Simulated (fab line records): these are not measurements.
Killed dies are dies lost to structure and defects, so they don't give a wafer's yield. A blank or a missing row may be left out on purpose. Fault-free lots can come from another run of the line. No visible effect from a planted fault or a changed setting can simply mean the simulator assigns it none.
Comparing a struck lot with a sound one :: flow sky130 :: 14 out of 708 route steps
Sound: wafers L802.1, L802.5, L802.6. Wafers L811.2, L811.3, L811.6 were the ones struck. At the end, the cause is stated.
At each step with rows: each side's tool, then ch and its chambers, then its first start. Under that, the readings that differ: sound wafers :: struck wafers :: difference of the means :: sigmas: that difference in standard deviations of wafers without a fault.
alike: readings whose means differ by less than 2 such deviations, and words and numbers that are the same on both sides. not compared: withheld readings, readings that some wafer has no value for, bounds like >300 that may hide the same value, and numbers for which the record gives no deviation and whose values overlap.
Wherever a step has rows on one side only, a row that says differs or no value, or a row with sigmas, the two part there. Non-overlapping numbers with no deviation appear without sigmas and do not part them. A reading that every wafer of one side lacks parts them only if that side has two wafers or more.

first, 4 steps without rows for these wafers: SKY_RES_XHIGH_EXPOSE_04 (exposes mask URPM, target cd 1270 nm); SKY_RES_XHIGH_PEB_05; SKY_RES_XHIGH_DEVELOP_06 (develop time 60 s); SKY_RES_XHIGH_IMPLANT_07.
SKY_RES_XHIGH_STRIP_08: strips in O2/N2.
  sound on plasmaAsher-01 ch 0,1, day 27 16:23; struck on plasmaAsher-02 ch 0,1, day 30 13:38
reading: stripTimeToEndpointS (s)
sound: 14.23 14.22 14.23
struck: 14.33 14.34 14.33
difference: +0.11
sigmas: +3
  alike: drypumpMotorCurrentA, oesProductAu
  not compared: rfHoursCounterH
SKY_RES_XHIGH_TW_MEAS_09:
  sound: filmMetro-01 at day 27 16:29; struck: filmMetro-01 at day 30 13:44
  alike: RES_XHIGH_TW
then, 6 steps without rows for these wafers: SKY_SD_N_DEHYDRATE_00 (time 60 s); SKY_SD_N_HMDS_01 (prime time 60 s); SKY_SD_N_COAT_02 (resist thk 1140 nm); SKY_SD_N_SOFTBAKE_03 (time 60 s); SKY_SD_N_EXPOSE_04 (exposes mask NSDM, target cd 380 nm); SKY_SD_N_PEB_05.
SKY_SD_N_DEVELOP_06: develop time 60 s.
  struck on lithoTrack-04, day 31 16:39; sound on lithoTrack-01 ch 0, day 28 20:09
  no value came back on the struck wafers for chillPlateTempC (C), developTimeS (s); on the sound wafers chillPlateTempC (C) reads 23.19 23.16 23.00
SKY_SD_N_CD_MEAS_07: the cd target is 380 nm.
  sound: cdSem-02 at day 28 20:18; struck: cdSem-02 at day 31 16:48
reading: cdNm (nm)
sound: 379.0 380.6 381.1
struck: - - -
difference: no value on the struck wafers
sigmas: 

WHERE THEY PART
First at SKY_RES_XHIGH_STRIP_08; last, within this record, at SKY_SD_N_CD_MEAS_07.

WHY: what the simulator had put in
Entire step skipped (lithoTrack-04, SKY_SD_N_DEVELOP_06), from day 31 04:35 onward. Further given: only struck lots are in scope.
